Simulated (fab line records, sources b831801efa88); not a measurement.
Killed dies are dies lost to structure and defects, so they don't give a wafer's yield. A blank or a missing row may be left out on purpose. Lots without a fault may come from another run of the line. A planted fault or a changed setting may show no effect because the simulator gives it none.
Split-lot experiment | flow sky130 | 5 lots, 23 wafers read, on a route of 708 steps

THE SPLIT
At SKY_LDD_P_IMPLANT_09, the setting dose_cm2 was moved away from the recipe's 1e+13 on 4 of the 23 wafers read, by -5.8% to +6.2%. The other wafers ran this setting at the recipe's value.

FROM THE SPLIT TO THE READING: what the file shows between them, 1 step
- SKY_LDD_P_STRIP_10: strips in O2/N2

THE READING
LDD_P_TW, at SKY_LDD_P_TW_MEAS_11. Fault-free wafers of this fab line usually give 636.3, standard deviation 2.9.

wafer  | tool, chamber at the split | dose_cm2 as run | against the recipe | LDD_P_TW | against lot-mates on the recipe
L074.1 | implanter-01, 0            | 1e+13           | recipe             | 636.6    | -
L074.3 | implanter-01, 0            | 1e+13           | recipe             | 632.4    | -
L074.4 | implanter-01, 0            | 1e+13           | recipe             | 637.7    | -
L074.5 | implanter-01, 0            | 1e+13           | recipe             | 634.8    | -
L074.6 | implanter-01, 0            | 1e+13           | recipe             | 638.6    | -
L079.4 | implanter-01, 0            | 1e+13           | recipe             | 634.8    | -
L079.5 | implanter-01, 0            | 1e+13           | recipe             | 638.0    | -
L079.6 | implanter-01, 0            | 1e+13           | recipe             | 633.7    | -
L082.1 | implanter-01, 0            | 9.423e+12       | -5.8%              | 630.5    | -7.9
L082.2 | implanter-01, 0            | 1e+13           | recipe             | 639.3    | -
L082.4 | implanter-01, 0            | 9.423e+12       | -5.8%              | 625.8    | -12.6
L082.5 | implanter-01, 0            | 1e+13           | recipe             | 636.8    | -
L082.6 | implanter-01, 0            | 1e+13           | recipe             | 639.2    | -
L083.1 | implanter-02, 0            | 1e+13           | recipe             | 639.8    | -
L083.2 | implanter-02, 0            | 1e+13           | recipe             | 640.6    | -
L083.3 | implanter-02, 0            | 1e+13           | recipe             | 637.3    | -
L083.4 | implanter-02, 0            | 1e+13           | recipe             | 641.6    | -
L083.5 | implanter-02, 0            | 1e+13           | recipe             | 639.8    | -
L084.1 | implanter-01, 0            | 1e+13           | recipe             | 639.4    | -
L084.2 | implanter-01, 0            | 1.062e+13       | +6.2%              | 645.3    | +6.4
L084.3 | implanter-01, 0            | 1.062e+13       | +6.2%              | 649.3    | +10.4
L084.5 | implanter-01, 0            | 1e+13           | recipe             | 637.8    | -
L084.6 | implanter-01, 0            | 1e+13           | recipe             | 639.6    | -

THE FIT
A straight line over all 23 wafers: LDD_P_TW changes by +1.6 for each +1% of dose_cm2; r = +0.86; the points scatter about the line by 2.5.
The same after taking each lot's own level away (the mean of its wafers on the recipe; 23 wafers): +1.55 for each +1%; r = +0.91; scatter 1.9.
On that fit, the largest move of dose_cm2 shifts the reading by 9.6.
The lots' own levels span 635.50 to 639.82, that is 1.5 times the standard deviation above.
So the lot-to-lot level changes the slope little: the two slopes agree.
Check: with one of the wafers moved furthest among these (+6.2%) left out of the fit, the line predicts +10.7 for it against its lot-mates. It came out at +6.37 against them.

OTHER SPLITS ON THESE WAFERS
These wafers also went through other splits before the reading. Each is held against what the fit with the lots' levels taken away leaves over:
other split on the same wafers      | wafers away from the commonest value | r with LDD_P_TW (lot level and that fit taken away)
SKY_POLY_GATE_EXPOSE_10 dose_mj     | 9                                    | -0.22
SKY_POLY_GATE_ETCH_17 time_s        | 4                                    | -0.30
SKY_LDD_N_COAT_02 resist_thk_nm     | 9                                    | -0.06
SKY_LDD_N_IMPLANT_12 energy_kev     | 10                                   | +0.01
SKY_LDD_P_DEVELOP_06 develop_time_s | 6                                    | -0.02

THE FILE'S OWN FIT
LDD_P_TW changes by +1.55 for each +1% of dose_cm2, r = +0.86.
